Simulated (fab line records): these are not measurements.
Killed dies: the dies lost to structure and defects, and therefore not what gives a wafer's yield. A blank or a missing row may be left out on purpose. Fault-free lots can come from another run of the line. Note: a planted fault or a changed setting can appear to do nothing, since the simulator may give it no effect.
Check for tools in common    flow sky130    Sample size 11 lots and 33 wafers

== WHY THIS WAS OPENED ==
Of 11 lots, 2 have the reading LDD_HVN_TW flagged at SKY_LDD_HVN_TW_MEAS_10. No-fault wafers: 1440, standard deviation 6.6.
Rule: a lot gets a flag if all its wafers with a number sit over 4 standard deviations from that mean, or if no wafer of it has a number. All remaining lots are regarded as sound.

lot   measured      on             LDD_HVN_TW, wafer by wafer  flag
L718  day 20 23:14  film metro-03  1420 1427 1435              
L721  day 22 05:43  film metro-03  1431 1435 1431              
L727  day 24 13:23  film metro-04  1482 1482 1486              FLAGGED
L728  day 24 19:52  film metro-03  1477 1479 1467              FLAGGED
L731  day 25 19:02  film metro-01  1442 1450 1443              
L733  day 26 12:59  film metro-03  1445 1443 1438              
L734  day 26 13:31  film metro-04  1442 1433 1433              
L735  day 26 19:55  film metro-01  1446 1440 1451              
L736  day 27 11:07  film metro-04  1451 1451 1444              
L737  day 27 17:23  film metro-01  1436 1441 1436              
L739  day 28 13:18  film metro-01  1429 1435 1437              
On average the flagged lots' numbers are 1479, which is +39 against the usual, or +6 standard deviations.

== WHICH TOOL RAN EACH LOT ==
The record holds 2 process steps before the reading, out of a route of 708 steps. In each cell: the tool, then ch and the chambers that the sampled wafers went through, then the start.
lot   flag     SKY_VT_ADJUST_LVTN_STRIP_09           SKY_LDD_P_COAT_02
L718           plasma asher-03 ch 0,1, day 7 08:13   litho track-02 ch 0, day 19 01:29
L721           plasma asher-03 ch 0,1, day 8 00:53   litho track-02 ch 0, day 20 06:15
L727  FLAGGED  plasma asher-03 ch 0,1, day 9 20:16   litho track-02, day 22 15:59
L728  FLAGGED  plasma asher-01 ch 0,1, day 10 00:16  litho track-02, day 22 21:57
L731           plasma asher-03 ch 0,1, day 10 22:23  litho track-03 ch 0, day 23 22:31
L733           plasma asher-03 ch 0,1, day 11 09:10  litho track-02 ch 0, day 24 15:51
L734           plasma asher-04 ch 0,1, day 11 14:17  litho track-02 ch 0, day 24 17:00
L735           plasma asher-03 ch 0,1, day 11 22:58  litho track-02 ch 0, day 25 00:35
L736           plasma asher-04 ch 0,1, day 12 10:22  litho track-01 ch 0, day 25 15:55
L737           plasma asher-04 ch 0,1, day 12 13:55  litho track-03 ch 0, day 25 21:08
L739           plasma asher-04 ch 0,1, day 13 08:45  litho track-03 ch 0, day 26 18:10
What is done by these steps:
- SKY_VT_ADJUST_LVTN_STRIP_09: strips in O2/N2.
- SKY_LDD_P_COAT_02: resist thk 1140 nm.
- SKY_LDD_HVN_TW_MEAS_10

== FLAGGED OVER TOTAL, TOOL BY TOOL (the gauges that took the reading come last) ==
step                         tool             lots run  flagged  share of the flagged lots  sound lots run after its first flagged lot
SKY_VT_ADJUST_LVTN_STRIP_09  plasma asher-01  1         1        some                       0
SKY_VT_ADJUST_LVTN_STRIP_09  plasma asher-03  6         1        some                       3 (L731,L733,L735)
SKY_VT_ADJUST_LVTN_STRIP_09  plasma asher-04  4         0        none                       -
SKY_LDD_P_COAT_02            litho track-01   1         0        none                       -
SKY_LDD_P_COAT_02            litho track-02   7         2        all                        3 (L733,L734,L735)
SKY_LDD_P_COAT_02            litho track-03   3         0        none                       -
SKY_LDD_HVN_TW_MEAS_10       film metro-01    4         0        none                       -
SKY_LDD_HVN_TW_MEAS_10       film metro-03    4         1        some                       1 (L733)
SKY_LDD_HVN_TW_MEAS_10       film metro-04    3         1        some                       2 (L734,L736)

== WHAT THE TABLE PERMITS ==
In the table, 1 row covers all flagged lots: litho track-02 at SKY_LDD_P_COAT_02.
- litho track-02 at SKY_LDD_P_COAT_02 ran 7 lots, 2 of them flagged. Sound lots followed the first flagged one (L733, L734, L735) on it, something a lasting fault affecting the whole tool could not allow. On the flagged lots its readings are blank where sound lots have values: chill plate temp C, dispense pressure kPa.
No row of the table ran every flagged lot and no sound lot after the first.

== WHAT THE SIMULATOR PUT IN ==
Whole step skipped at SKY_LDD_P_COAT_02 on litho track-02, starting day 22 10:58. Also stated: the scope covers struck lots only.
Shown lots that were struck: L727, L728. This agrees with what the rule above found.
